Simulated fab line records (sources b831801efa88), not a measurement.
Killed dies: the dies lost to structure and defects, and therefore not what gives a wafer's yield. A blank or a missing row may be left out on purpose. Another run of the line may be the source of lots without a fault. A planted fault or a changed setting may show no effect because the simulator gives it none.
Chamber matching :: flow sky130 :: 4 sister chambers for SKY_VIA3_CMP_24 on cmp-01
The step polishes, stops on SiO2, t overpolish 20 s, target thk 0 nm. 8 wafers are shown with their chamber, then 7 later ones without.

== WAFERS PAIRED WITH THEIR CHAMBERS ==
wafer: L209.6
chamber: 3
motor-current-A (A): 13.5
overpolish-run-s (s): 20.013

wafer: L220.3
chamber: 0
motor-current-A (A): 9.8
overpolish-run-s (s): 19.986

wafer: L220.5
chamber: 1
motor-current-A (A): 10.2
overpolish-run-s (s): 19.994

wafer: L223.4
chamber: 1
motor-current-A (A): 10.4
overpolish-run-s (s): 20.002

wafer: L223.5
chamber: 2
motor-current-A (A): 12.2
overpolish-run-s (s): 20.007

wafer: L223.6
chamber: 3
motor-current-A (A): 12.7
overpolish-run-s (s): 19.993

wafer: L225.4
chamber: 0
motor-current-A (A): 9.7
overpolish-run-s (s): 19.998

wafer: L225.5
chamber: 2
motor-current-A (A): 12.3
overpolish-run-s (s): 20.013

== WAFERS WITH NO CHAMBER GIVEN ==
wafer: L225.6
motor-current-A (A): 13.7
overpolish-run-s (s): 20.005

wafer: L222.2
motor-current-A (A): 13.7
overpolish-run-s (s): 20.000

wafer: L222.4
motor-current-A (A): 11.8
overpolish-run-s (s): 19.996

wafer: L222.5
motor-current-A (A): 10.0
overpolish-run-s (s): 20.006

wafer: L230.1
motor-current-A (A): 9.4
overpolish-run-s (s): 20.010

wafer: L230.2
motor-current-A (A): 12.7
overpolish-run-s (s): 19.999

wafer: L230.5
motor-current-A (A): 9.7
overpolish-run-s (s): 19.990

== WHICH CHAMBER EACH ONE RAN IN ==
wafer: L225.6
from the rows above: 3
in truth: 3

wafer: L222.2
from the rows above: 3
in truth: 3

wafer: L222.4
from the rows above: 2
in truth: 2

wafer: L222.5
from the rows above: can't be placed: 1 or 0
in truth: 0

wafer: L230.1
from the rows above: can't be placed: 0 or 1
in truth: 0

wafer: L230.2
from the rows above: can't be placed: 3 or 2
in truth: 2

wafer: L230.5
from the rows above: can't be placed: 0 or 1
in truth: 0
Correctly placed: 3 of 7. Unplaceable from these rows: 4, with the true chamber sitting among the candidates in 4. Number placed wrongly: 0.
How it was worked out, from the rows above alone: a wafer's distance from a chamber is the root of the sum, over the readings, of the square of ((its reading less the chamber's mean) divided by the reading's scatter). If the next closest chamber is less than 2 further off than the closest, the wafer can't be placed; otherwise it belongs to the closest. A chamber's mean is the mean of its shown wafers. The scatter: take each reading less its chamber's mean, square it, sum over the shown wafers, divide by the number of wafers less the number of chambers, and take the root.
